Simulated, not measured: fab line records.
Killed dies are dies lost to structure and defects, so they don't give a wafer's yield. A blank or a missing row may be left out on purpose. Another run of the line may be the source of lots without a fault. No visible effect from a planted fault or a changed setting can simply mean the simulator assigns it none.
Which tool was responsible? -- flow sky130 -- 15 lots, 45 wafers sampled, at 6 steps of a route of 708

== WHAT THE GAUGES READ, wafer by wafer ==
SKY_VT_ADJUST_LVTN_OVL_MEAS_07.
lot,measured,on,VT_ADJUST_LVTN_OVL (nm)
L535,day 6 12:51,overlay-01,-0.9 0.9 -0.3
L536,day 7 06:42,overlay-01,-1.9 -0.9 -1.0
L538,day 8 01:35,overlay-01,1.3 -1.3 0.3
L539,day 8 00:55,overlay-02,-1.8 -2.1 -1.2
L542,day 9 09:59,overlay-02,- - -
L544,day 9 10:18,overlay-01,- - -
L545,day 9 12:52,overlay-01,- - -
L550,day 10 23:54,overlay-01,1.3 -0.2 2.6
L552,day 11 11:59,overlay-01,0.2 -1.0 0.3
L553,day 11 17:12,overlay-01,-0.3 1.0 1.0
L554,day 11 22:36,overlay-01,0.5 0.4 1.1
L555,day 12 08:35,overlay-02,-0.2 -1.4 0.2
L556,day 12 14:43,overlay-01,-0.5 1.8 -0.3
L557,day 12 22:59,overlay-02,-0.7 -3.1 -1.9
L558,day 13 13:14,overlay-01,-2.0 -0.8 0.8

SKY_VT_ADJUST_LVTN_TW_MEAS_21.
lot,measured,on,VT_ADJUST_LVTN_2_TW
L535,day 7 08:31,film metro-04,187.2 186.9 186.8
L536,day 8 02:47,film metro-03,188.3 187.5 188.6
L538,day 8 21:37,film metro-01,191.3 193.1 191.6
L539,day 8 21:12,film metro-03,188.0 188.8 187.9
L542,day 10 07:53,film metro-04,267.9 267.0 267.1
L544,day 10 08:52,film metro-01,272.4 270.7 271.5
L545,day 10 10:50,film metro-01,271.9 272.6 273.1
L550,day 12 00:16,film metro-01,193.9 192.9 193.9
L552,day 12 13:02,film metro-04,188.7 187.7 187.9
L553,day 12 18:06,film metro-01,193.4 193.2 194.6
L554,day 12 23:38,film metro-01,192.6 194.0 192.9
L555,day 13 09:58,film metro-03,188.9 189.4 189.3
L556,day 13 16:38,film metro-04,188.2 188.4 188.3
L557,day 14 00:28,film metro-01,193.7 192.9 193.4
L558,day 14 15:38,film metro-04,187.9 188.2 188.5

SKY_VT_ADJUST_NCORE_TW_MEAS_11.
lot,measured,on,VT_ADJUST_NCORE_TW
L535,day 8 04:19,film metro-04,218.3 220.0 219.0
L536,day 8 22:44,film metro-02,220.7 220.5 221.0
L538,day 9 19:25,film metro-04,220.3 218.9 219.0
L539,day 9 18:39,film metro-02,221.8 220.5 221.0
L542,day 11 06:42,film metro-03,284.4 283.6 284.7
L544,day 11 07:36,film metro-03,283.8 285.2 283.8
L545,day 11 09:25,film metro-02,283.7 285.1 284.0
L550,day 13 01:41,film metro-04,219.6 219.4 217.9
L552,day 13 14:27,film metro-03,221.1 219.9 221.0
L553,day 13 19:14,film metro-04,218.7 219.9 218.9
L554,day 14 01:46,film metro-03,219.4 220.3 219.3
L555,day 14 12:41,film metro-04,219.8 221.0 219.8
L556,day 14 19:13,film metro-03,219.3 218.6 219.6
L557,day 15 03:17,film metro-04,217.8 217.9 218.8
L558,day 15 18:14,film metro-03,219.9 219.3 219.4

SKY_CONTACT_THK_MEAS_03.
lot,measured,on,CONTACT_HDPCVD_THK (nm)
L535,day 29 17:01,film metro-03,561 570 568
L536,day 30 19:19,film metro-02,563 571 567
L538,day 31 22:51,film metro-02,560 558 559
L539,day 31 18:15,film metro-02,566 559 569
L542,day 33 16:27,film metro-03,571 574 570
L544,day 33 16:41,film metro-02,564 563 559
L545,day 33 19:27,film metro-02,563 562 558
L550,day 35 21:35,film metro-02,574 575 570
L552,day 35 22:19,film metro-04,564 575 572
L553,day 36 02:08,film metro-04,564 564 566
L554,day 36 14:40,film metro-04,567 566 565
L555,day 37 01:26,film metro-03,567 564 559
L556,day 37 02:36,film metro-04,572 571 573
L557,day 37 09:54,film metro-03,569 567 565
L558,day 38 00:04,film metro-04,570 570 570

== WHICH TOOL RAN EACH LOT (tool, then ch and the chambers of the sampled wafers, then the start) ==
lot,SKY_FIELD_ISO_ETCH_14,SKY_VT_ADJUST_LVTN_COAT_02
L535,"rie diel-03 ch 0,1,2, day 2 04:30","litho track-04 ch 0, day 6 03:29"
L536,"rie diel-03 ch 0,1,3, day 2 10:00","litho track-02 ch 0, day 6 20:36"
L538,"rie diel-01 ch 0,3, day 2 21:00","litho track-02 ch 0, day 7 15:36"
L539,"rie diel-03 ch 2,3, day 3 00:54","litho track-04 ch 0, day 7 15:10"
L542,"rie diel-03 ch 1,2, day 3 22:21","litho track-04, day 8 22:38"
L544,"rie diel-01 ch 0,1, day 4 03:57","litho track-04, day 8 23:17"
L545,"rie diel-01 ch 1,2, day 4 11:37","litho track-02, day 9 01:33"
L550,"rie diel-03 ch 0,1,3, day 5 10:50","litho track-01 ch 0, day 10 12:20"
L552,"rie diel-01 ch 1,2,3, day 5 21:25","litho track-04 ch 0, day 11 00:07"
L553,"rie diel-02 ch 0,2,3, day 6 01:42","litho track-01 ch 0, day 11 05:14"
L554,"rie diel-03 ch 0,1,3, day 6 06:46","litho track-04 ch 0, day 11 10:05"
L555,"rie diel-02 ch 0,1,3, day 6 15:44","litho track-01 ch 0, day 11 20:20"
L556,"rie diel-03 ch 1,2, day 6 20:34","litho track-01 ch 0, day 12 02:26"
L557,"rie diel-03 ch 0,2, day 6 22:46","litho track-04 ch 0, day 12 09:35"
L558,"rie diel-03 ch 0,2,3, day 7 06:51","litho track-02 ch 0, day 13 00:28"
- SKY_FIELD_ISO_ETCH_14: etches BARC in N2/H2, stops on SiO2, time 45.9 s, target depth 60 nm.
- SKY_VT_ADJUST_LVTN_COAT_02: resist thk 3000 nm.

== WHAT THE TOOLS THEMSELVES READ (means of the sampled wafers that have a number; where no wafer has one, the mark that the record gives instead) ==
SKY_FIELD_ISO_ETCH_14.
lot,tool,chamber pressure mTorr (mTorr),drypump motor current A (A),h2 flow sccm (sccm),oes product au (a.u.),throttle valve pct (%)
L535,rie diel-03,30.006,5.7,200.3,0.850,13.224
L536,rie diel-03,30.006,5.9,200.4,0.861,13.232
L538,rie diel-01,29.985,6.0,199.6,0.856,13.217
L539,rie diel-03,30.040,6.1,200.0,0.853,13.213
L542,rie diel-03,30.036,5.8,199.8,0.851,13.219
L544,rie diel-01,29.974,6.1,199.7,0.855,13.225
L545,rie diel-01,29.976,6.2,199.9,0.859,13.227
L550,rie diel-03,30.024,5.9,200.3,0.853,13.220
L552,rie diel-01,29.988,6.2,200.5,0.857,13.216
L553,rie diel-02,30.003,5.0,199.6,0.855,13.225
L554,rie diel-03,30.001,5.8,199.4,0.860,13.223
L555,rie diel-02,29.990,5.1,200.4,0.859,13.223
L556,rie diel-03,30.022,5.8,200.5,0.857,13.227
L557,rie diel-03,30.003,5.7,200.1,0.853,13.225
L558,rie diel-03,30.001,5.8,200.4,0.854,13.217

SKY_VT_ADJUST_LVTN_COAT_02.
lot,tool,chill plate temp C (C),dispense pressure kPa (kPa),resist line temp C (C),spin speed rpm (rpm)
L535,litho track-04,23.08,50.1,22.91,1997.5
L536,litho track-02,23.04,49.8,22.98,1998.8
L538,litho track-02,22.94,49.8,22.97,2000.0
L539,litho track-04,22.92,50.1,23.03,2000.3
L542,litho track-04,-,-,-,-
L544,litho track-04,-,-,-,-
L545,litho track-02,-,-,-,-
L550,litho track-01,23.05,52.5,22.87,1999.9
L552,litho track-04,22.90,50.1,23.01,1999.6
L553,litho track-01,22.83,52.5,23.07,2000.3
L554,litho track-04,23.03,50.1,22.99,2000.7
L555,litho track-01,23.00,52.5,23.07,2000.1
L556,litho track-01,23.01,52.5,23.05,2000.4
L557,litho track-04,23.03,50.1,23.02,2000.7
L558,litho track-02,23.02,49.8,22.96,2000.5

== THE ANSWER, worked out from the rows above alone ==
Rule: the usual values come from the lots themselves. The widest of any qualifying gaps counts: lots, ordered by their means at a reading, are off when they make up no more than a third of the lots, leave a main group of 4 or more, and stand apart from it by 3 or more times the standard deviation of that group's means. A main group is skipped when, at the precision printed for the reading in the tables above, its means are all equal. A lot without any number at a reading at which 4 lots or more have one is off too. The other lots that the step has rows for count as sound. Order of review: gauges by route order, followed by the tools' own readings, for which a lot's mean as printed above is used. The first step at which some lot is off is used, and at that step the reading that is off furthest; a lot without a number counts as furthest.
Off: L542, L544, L545, at SKY_VT_ADJUST_LVTN_OVL_MEAS_07 (VT_ADJUST_LVTN_OVL). Without a number there: L542, L544, L545. Main group: mean -0.3 nm, sd 0.93.
If a tool, at a process step before that reading, ran all the lots that are off and no sound lot after the first of them, it fits. Not tried: the gauges at SKY_VT_ADJUST_LVTN_OVL_MEAS_07; whatever is off there is also off at SKY_VT_ADJUST_LVTN_TW_MEAS_21, on other tools, and gauge error can't account for it. None of those tried fits.

== WHAT THE SIMULATOR HAD INSERTED ==
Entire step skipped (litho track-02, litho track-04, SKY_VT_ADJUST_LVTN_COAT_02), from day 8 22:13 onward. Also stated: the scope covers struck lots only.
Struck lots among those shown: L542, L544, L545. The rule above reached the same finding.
